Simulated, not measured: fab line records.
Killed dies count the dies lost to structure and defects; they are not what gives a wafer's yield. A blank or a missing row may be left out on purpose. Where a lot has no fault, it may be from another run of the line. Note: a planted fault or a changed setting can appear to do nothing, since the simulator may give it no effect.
Which tool did it? + flow gf180mcu + 12 lots with 36 wafers sampled at 5 steps, on a route of 602 steps

== WHAT THE GAUGES READ, wafer by wafer ==
GF_DUAL_GATE_THK_MEAS_03. Usual: for DUAL_GATE_OXIDATION_00_THK the level is 10.92 nm and the standard deviation is 0.18.
| lot  | measured     | on            | DUAL_GATE_OXIDATION_00_THK (nm) | flag |
|------|--------------|---------------|---------------------------------|------|
| L830 | day 7 17:34  | film metro-01 | 10.96 11.01 11.08               |      |
| L831 | day 8 00:06  | film metro-01 | 10.78 11.03 10.94               |      |
| L832 | day 8 03:06  | film metro-01 | 10.67 10.74 10.68               |      |
| L833 | day 8 13:02  | film metro-01 | 10.71 10.72 10.58               |      |
| L835 | day 9 07:17  | film metro-03 | 10.92 10.79 10.77               |      |
| L838 | day 9 22:32  | film metro-03 | 10.96 11.02 11.03               |      |
| L841 | day 10 21:32 | film metro-04 | 10.74 10.85 10.69               |      |
| L842 | day 11 06:03 | film metro-01 | 10.90 10.97 11.12               |      |
| L846 | day 12 05:04 | film metro-01 | 10.95 11.14 11.06               |      |
| L847 | day 12 10:58 | film metro-04 | 17.26 17.36 17.43               | OFF  |
| L848 | day 12 18:58 | film metro-01 | 17.56 17.49 17.58               | OFF  |
| L850 | day 13 08:13 | film metro-01 | 10.94 10.83 11.14               |      |

GF_SAB_OVL_MEAS_10. Usual: for SAB_OVL the level is -0.2 nm and the standard deviation is 1.4.
| lot  | measured     | on         | SAB_OVL (nm)   | flag |
|------|--------------|------------|----------------|------|
| L830 | day 15 04:37 | overlay-02 | -0.3 -1.7 -1.2 |      |
| L831 | day 15 13:46 | overlay-02 | -2.1 -2.3 -3.5 |      |
| L832 | day 15 20:13 | overlay-01 | -0.6 -1.7 -1.0 |      |
| L833 | day 16 20:34 | overlay-02 | 0.7 1.0 -0.6   |      |
| L835 | day 17 07:43 | overlay-01 | 0.6 -0.7 0.3   |      |
| L838 | day 18 00:52 | overlay-02 | 1.2 0.7 2.1    |      |
| L841 | day 19 10:13 | overlay-01 | 1.6 1.4 -1.8   |      |
| L842 | day 19 19:05 | overlay-01 | -2.3 0.0 -0.8  |      |
| L846 | day 20 23:37 | overlay-02 | -1.5 -0.5 -1.8 |      |
| L847 | day 21 06:40 | overlay-01 | 0.7 -0.6 0.6   |      |
| L848 | day 21 14:01 | overlay-01 | -0.6 0.0 -0.3  |      |
| L850 | day 22 08:52 | overlay-01 | -0.2 1.0 0.0   |      |

GF_V1_THK_MEAS_01. Usual: for V1_CVD_00_THK the level is 599 nm and the standard deviation is 5.1.
| lot  | measured     | on            | V1_CVD_00_THK (nm) | flag |
|------|--------------|---------------|--------------------|------|
| L830 | day 17 04:44 | film metro-03 | 605 600 607        |      |
| L831 | day 17 14:25 | film metro-04 | 595 601 597        |      |
| L832 | day 17 20:33 | film metro-03 | 591 599 594        |      |
| L833 | day 18 20:56 | film metro-03 | 593 600 596        |      |
| L835 | day 19 09:18 | film metro-01 | 607 591 600        |      |
| L838 | day 20 05:25 | film metro-01 | 601 599 602        |      |
| L841 | day 21 14:43 | film metro-03 | 595 586 589        |      |
| L842 | day 21 23:43 | film metro-03 | 596 602 607        |      |
| L846 | day 23 02:36 | film metro-01 | 599 600 600        |      |
| L847 | day 23 10:16 | film metro-01 | 607 590 602        |      |
| L848 | day 23 15:25 | film metro-01 | 597 597 600        |      |
| L850 | day 24 10:08 | film metro-01 | 593 596 591        |      |

== EACH LOT AND THE TOOL THAT RAN IT (in order: tool; ch and the chambers of the sampled wafers; start) ==
| lot  | GF_DUAL_GATE_OXIDATION_02     | GF_M1_STRIP_17                       |
|------|-------------------------------|--------------------------------------|
| L830 | furnace-02 ch 0, day 7 16:08  | plasma asher-03 ch 0,1, day 17 04:07 |
| L831 | furnace-02 ch 0, day 7 22:31  | plasma asher-02 ch 0,1, day 17 13:45 |
| L832 | furnace-01 ch 0, day 8 01:39  | plasma asher-03 ch 0, day 17 19:54   |
| L833 | furnace-02 ch 0, day 8 11:35  | plasma asher-03 ch 0,1, day 18 20:20 |
| L835 | furnace-02 ch 0, day 9 05:50  | plasma asher-02 ch 0,1, day 19 08:41 |
| L838 | furnace-01 ch 0, day 9 21:04  | plasma asher-03 ch 0,1, day 20 04:49 |
| L841 | furnace-02 ch 0, day 10 20:06 | plasma asher-03 ch 0,1, day 21 14:05 |
| L842 | furnace-02 ch 0, day 11 04:36 | plasma asher-03 ch 0,1, day 21 22:46 |
| L846 | furnace-01 ch 0, day 12 03:36 | plasma asher-03 ch 0,1, day 23 02:00 |
| L847 | furnace-02 ch 0, day 12 09:31 | plasma asher-03 ch 0,1, day 23 09:39 |
| L848 | furnace-02 ch 0, day 12 17:31 | plasma asher-03 ch 0,1, day 23 14:48 |
| L850 | furnace-01 ch 0, day 13 06:46 | plasma asher-03 ch 0,1, day 24 09:32 |
- GF_DUAL_GATE_OXIDATION_02: stabilise 600 s, purge 300 s, target thk 10.887 nm.
- GF_M1_STRIP_17: strips in O2/N2.

== WHAT THE TOOLS THEMSELVES READ (means of the sampled wafers that have a number; where no wafer has one, the mark that the record gives instead) ==
GF_DUAL_GATE_OXIDATION_02. Usual: spike tc bottom C 919.1 C, standard deviation 0.95; spike tc centre C 902.0 C, standard deviation 1; spike tc lower C 901.2 C, standard deviation 1; spike tc top C 911.9 C, standard deviation 1; spike tc upper C 900.0 C, standard deviation 1.1; tube center temp C 900.01 C, standard deviation 0.091; tube_center_temp_C_max 902.3, standard deviation 0.38; zone power bottom pct 29.1 %, standard deviation 0.33; zone power upper pct 18.1 %, standard deviation 0.4.
| lot  | tool       | spike tc bottom C (C) | spike tc centre C (C) | spike tc lower C (C) | spike tc top C (C) | spike tc upper C (C) | tube center temp C (C) | tube_center_temp_C_max | zone power bottom pct (%) | zone power upper pct (%) | flag |
|------|------------|-----------------------|-----------------------|----------------------|--------------------|----------------------|------------------------|------------------------|---------------------------|--------------------------|------|
| L830 | furnace-02 | 918.5                 | 900.9                 | 901.2                | 912.3              | 900.4                | 899.94                 | 902.3                  | 29.0                      | 18.3                     |      |
| L831 | furnace-02 | 918.9                 | 901.9                 | 901.7                | 911.5              | 900.1                | 900.02                 | 902.4                  | 29.1                      | 18.5                     |      |
| L832 | furnace-01 | 920.0                 | 902.4                 | 902.7                | 911.6              | 900.4                | 899.99                 | 902.2                  | 29.1                      | 17.6                     |      |
| L833 | furnace-02 | 918.1                 | 901.6                 | 901.0                | 910.6              | 899.6                | 900.03                 | 902.6                  | 29.1                      | 18.5                     |      |
| L835 | furnace-02 | 918.5                 | 902.5                 | 901.3                | 912.1              | 899.8                | 899.96                 | 902.3                  | 29.3                      | 18.4                     |      |
| L838 | furnace-01 | 920.0                 | 902.7                 | 900.9                | 911.7              | 899.2                | 899.96                 | 902.4                  | 28.9                      | 17.6                     |      |
| L841 | furnace-02 | 918.8                 | 901.8                 | 901.1                | 912.0              | 899.8                | 899.98                 | 902.3                  | 29.1                      | 18.3                     |      |
| L842 | furnace-02 | 919.3                 | 901.8                 | 900.7                | 911.5              | 900.6                | 899.98                 | 902.1                  | 29.3                      | 18.4                     |      |
| L846 | furnace-01 | 919.1                 | 902.7                 | 901.1                | 912.9              | 899.6                | 899.92                 | 902.3                  | 29.0                      | 17.7                     |      |
| L847 | furnace-02 | 963.8                 | 947.3                 | 945.8                | 957.2              | 944.2                | 945.34                 | 947.9                  | 33.0                      | 20.5                     | OFF  |
| L848 | furnace-02 | 965.1                 | 947.8                 | 946.2                | 957.1              | 945.2                | 945.41                 | 948.1                  | 32.4                      | 20.6                     | OFF  |
| L850 | furnace-01 | 918.8                 | 901.9                 | 901.1                | 912.2              | 900.2                | 900.04                 | 902.3                  | 29.2                      | 17.6                     |      |

GF_M1_STRIP_17. Usual: drypump motor current A 5.91 A, standard deviation 0.16; heater power w 310 W, standard deviation 49; oes product au 0.557 a.u., standard deviation 0.0045; strip time to endpoint s 7.85 s, standard deviation 0.048.
| lot  | tool            | drypump motor current A (A) | heater power w (W) | oes product au (a.u.) | strip time to endpoint s (s) | flag |
|------|-----------------|-----------------------------|--------------------|-----------------------|------------------------------|------|
| L830 | plasma asher-03 | 6.01                        | 298                | 0.557                 | 7.83                         |      |
| L831 | plasma asher-02 | 5.88                        | 280                | 0.555                 | 7.85                         |      |
| L832 | plasma asher-03 | 5.74                        | 262                | 0.552                 | 7.87                         |      |
| L833 | plasma asher-03 | 5.98                        | 306                | 0.561                 | 7.89                         |      |
| L835 | plasma asher-02 | 5.88                        | 286                | 0.559                 | 7.89                         |      |
| L838 | plasma asher-03 | 5.99                        | 297                | 0.553                 | 7.88                         |      |
| L841 | plasma asher-03 | 5.86                        | 276                | 0.558                 | 7.95                         |      |
| L842 | plasma asher-03 | 5.88                        | 274                | 0.559                 | 7.91                         |      |
| L846 | plasma asher-03 | 5.88                        | 281                | 0.554                 | 7.77                         |      |
| L847 | plasma asher-03 | 5.87                        | 283                | 0.558                 | 7.92                         |      |
| L848 | plasma asher-03 | 5.87                        | 279                | 0.558                 | 7.79                         |      |
| L850 | plasma asher-03 | 6.00                        | 295                | 0.561                 | 7.83                         |      |

== THE ANSWER, worked out from the rows above alone ==
Rule: a lot is off if the mean of its wafers that have a number lies more than 3 standard deviations from the usual mean. A lot without any number at a reading at which 4 lots or more have one is off too. The other lots that the step has rows for count as sound. Order of review: gauges by route order, followed by the tools' own readings, for which a lot's mean as printed above is used. The first step at which some lot is off is used, and at that step the reading that is off furthest; a lot without a number counts as furthest.
Off: L847, L848, at GF_DUAL_GATE_THK_MEAS_03 (DUAL_GATE_OXIDATION_00_THK).
If a tool, at a process step before that reading, ran all the lots that are off and no sound lot after the first of them, it fits. The gauges at GF_DUAL_GATE_THK_MEAS_03 aren't tried: what is off there is off at GF_DUAL_GATE_OXIDATION_02 too, on other tools, and a gauge's error can't cause that. One fits: furnace-02 at GF_DUAL_GATE_OXIDATION_02. A fault onset in the window from L842 (day 11 04:36, its last sound lot) to L847 (day 12 09:31, its first lot off) fits.
The tool's own readings at GF_DUAL_GATE_OXIDATION_02 bear it out: on the lots that are off they differ by more than 5 times the standard deviation of the sound lots' means. spike tc bottom C reads 964.5 C there against 919.0 C on the sound lots; spike tc centre C reads 947.5 C there against 902.0 C on the sound lots; spike tc lower C reads 946.0 C there against 901.3 C on the sound lots; spike tc top C reads 957.2 C there against 911.8 C on the sound lots; spike tc upper C reads 944.7 C there against 900.0 C on the sound lots; tube center temp C reads 945.38 C there against 899.98 C on the sound lots; tube_center_temp_C_max reads 948.0 there against 902.3 on the sound lots; zone power bottom pct reads 32.7 % there against 29.1 % on the sound lots; zone power upper pct reads 20.6 % there against 18.1 % on the sound lots.

== WHAT THE SIMULATOR HAD INSERTED ==
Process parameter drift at GF_DUAL_GATE_OXIDATION_02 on furnace-02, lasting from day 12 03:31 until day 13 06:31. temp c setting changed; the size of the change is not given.
Lots struck among those shown: L847, L848. The rule given above showed the same thing.
